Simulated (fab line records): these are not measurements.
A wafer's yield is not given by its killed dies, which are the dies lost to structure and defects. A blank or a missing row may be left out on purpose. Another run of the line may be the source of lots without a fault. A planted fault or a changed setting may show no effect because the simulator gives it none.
Struck lot and sound lot, side by side ; flow sky130 ; 31 out of 708 route steps
Sound: the wafers L218.1, L218.4, L218.6. Wafers struck: L228.1, L228.2, L228.6. The cause is given at the end.
Order at every step that has rows: each side's tool, ch and its chambers, its first start. Under that, the readings that differ: sound wafers ; struck wafers ; difference of the means ; sigmas: that difference in standard deviations of wafers without a fault.
alike: a reading whose means differ by less than 2 such deviations, as well as words and numbers matching on both sides. not compared: withheld readings; readings where some wafer has no value; bounds like >300 that might hide an equal value; numbers whose values overlap and for which the record gives no deviation.
The two part at a step that has a row with sigmas, a row that says differs or no value, or rows on one side only. Numbers that have no deviation but don't overlap get no sigmas and don't part them. Lack of a reading on every wafer of one side parts them only where that side has two or more wafers.

first, 1 step without rows for these wafers: SKY_NWELL_IMPLANT_13.
SKY_NWELL_STRIP_14: strips in O2/N2.
  sound on plasma asher-01 ch 0,1, day 7 14:12; struck on plasma asher-04 ch 0,1, day 10 01:30
  alike: chamber pressure mTorr, drypump motor current A, oes product au, strip time to endpoint s
  not compared: rf hours counter h
SKY_NWELL_TW_MEAS_15:
  struck on film metro-04, day 10 01:36; sound on film metro-01, day 7 14:18
  alike: NWELL_TW
then, 7 steps without rows for these wafers: SKY_NWELL_DEHYDRATE_16 (time 60 s); SKY_NWELL_HMDS_17 (prime time 60 s); SKY_NWELL_COAT_18 (resist thk 3000 nm); SKY_NWELL_SOFTBAKE_19; SKY_NWELL_EXPOSE_20 (exposes mask NWM COMPLEMENT, target cd 840 nm); SKY_NWELL_PEB_21; SKY_NWELL_DEVELOP_22 (develop time 57.51 s).
SKY_NWELL_OVL_MEAS_23:
  struck on overlay-01, day 11 00:13; sound on overlay-01, day 8 09:34
  alike: NWELL_01_OVL
following that, these wafers have no rows for 1 step: SKY_NWELL_IMPLANT_24.
SKY_NWELL_STRIP_25: strips in O2/N2.
  sound on plasma asher-03 ch 1, day 8 09:48; struck on plasma asher-03 ch 0,1, day 11 00:24
  no value came back on the struck wafers for any of 5 readings (chamber pressure mTorr (mTorr), drypump motor current A (A) and others); on the sound wafers chamber pressure mTorr (mTorr) reads 1502.3 1498.4 1498.6
reading;sound;struck;difference;sigmas
model.coat_of_NWELL_COAT_18.thk nm (nm);0 0 0;2986 2988 2989;+2988;
  not compared: rf hours counter h
SKY_NWELL_TW_MEAS_26:
  struck on film metro-03, day 11 00:30; sound on film metro-04, day 8 09:54
  alike: NWELL_2_TW
then, 1 step without rows for these wafers: SKY_NWELL_CLEAN_27 (cleans in SC1/SC2, time 150 s).
SKY_NWELL_RTA_28: time 30 s.
  sound on rtp anneal-01 ch 0, day 8 10:01; struck on rtp anneal-02 ch 0, day 11 00:37
reading;sound;struck;difference;sigmas
lamp power pct (%);25.30 25.23 25.24;25.39 25.38 25.31;+0.10;+2
  alike: anneal temp c max, ramp down c per s, wafer_temp_C_max
SKY_NWELL_RS_MEAS_29: the measuring method here is four-point-probe.
  struck on film metro-01, day 11 00:43; sound on film metro-03, day 8 10:07
  alike: NWELL_RS
SKY_NWELL_RS_MEAS_31: the measuring method here is four-point-probe.
  struck on film metro-01, day 11 00:57; sound on film metro-03, day 8 10:21
reading;sound;struck;difference;sigmas
PWDE_RS (ohm/sq);5283 5302 5301;5243 5266 5261;-39;-2
then, 7 steps without rows for these wafers: SKY_VT_ADJUST_HVTP_DEHYDRATE_00 (time 60 s); SKY_VT_ADJUST_HVTP_HMDS_01 (prime time 60 s); SKY_VT_ADJUST_HVTP_COAT_02 (resist thk 1140 nm); SKY_VT_ADJUST_HVTP_SOFTBAKE_03 (time 60 s); SKY_VT_ADJUST_HVTP_EXPOSE_04 (exposes mask HVTPM, target cd 380 nm); SKY_VT_ADJUST_HVTP_PEB_05; SKY_VT_ADJUST_HVTP_DEVELOP_06 (develop time 57.7 s).
SKY_VT_ADJUST_HVTP_CD_MEAS_07: target cd 380 nm.
  struck on cd sem-02, day 12 00:34; sound on cd sem-01, day 9 06:55
  alike: cd nm
SKY_VT_ADJUST_HVTP_OVL_MEAS_08:
  struck on overlay-01, day 12 00:41; sound on overlay-02, day 9 07:02
reading;sound;struck;difference;sigmas
VT_ADJUST_HVTP_OVL (nm);-0.3 -1.7 -0.3;2.7 2.6 2.6;+3.4;+2
following that, these wafers have no rows for 1 step: SKY_VT_ADJUST_HVTP_IMPLANT_09.
SKY_VT_ADJUST_HVTP_STRIP_10: strips in O2/N2.
  sound on plasma asher-04 ch 0,1, day 9 07:14; struck on plasma asher-03 ch 0,1, day 12 00:52
reading;sound;struck;difference;sigmas
strip time to endpoint s (s);14.17 14.17 14.15;58.48 58.52 58.48;+44.33;+99 or more
  alike: chamber pressure mTorr, drypump motor current A, oes product au
  not compared: rf hours counter h
SKY_VT_ADJUST_HVTP_TW_MEAS_11:
  struck on film metro-04, day 12 00:58; sound on film metro-02, day 9 07:20
reading;sound;struck;difference;sigmas
VT_ADJUST_HVTP_TW;1361 1359 1372;30 30 30;-1334;-99 or more
then, 1 step without rows for these wafers: SKY_VT_ADJUST_LVTN_DEHYDRATE_00 (time 60 s).

== WHERE THEY PART ==
First at SKY_NWELL_STRIP_25; last, within this record, at SKY_VT_ADJUST_HVTP_TW_MEAS_11.

WHY: whatever the simulator had introduced
Whole step skipped at SKY_NWELL_STRIP_25 on plasma asher-03, starting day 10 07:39. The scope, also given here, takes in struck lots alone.
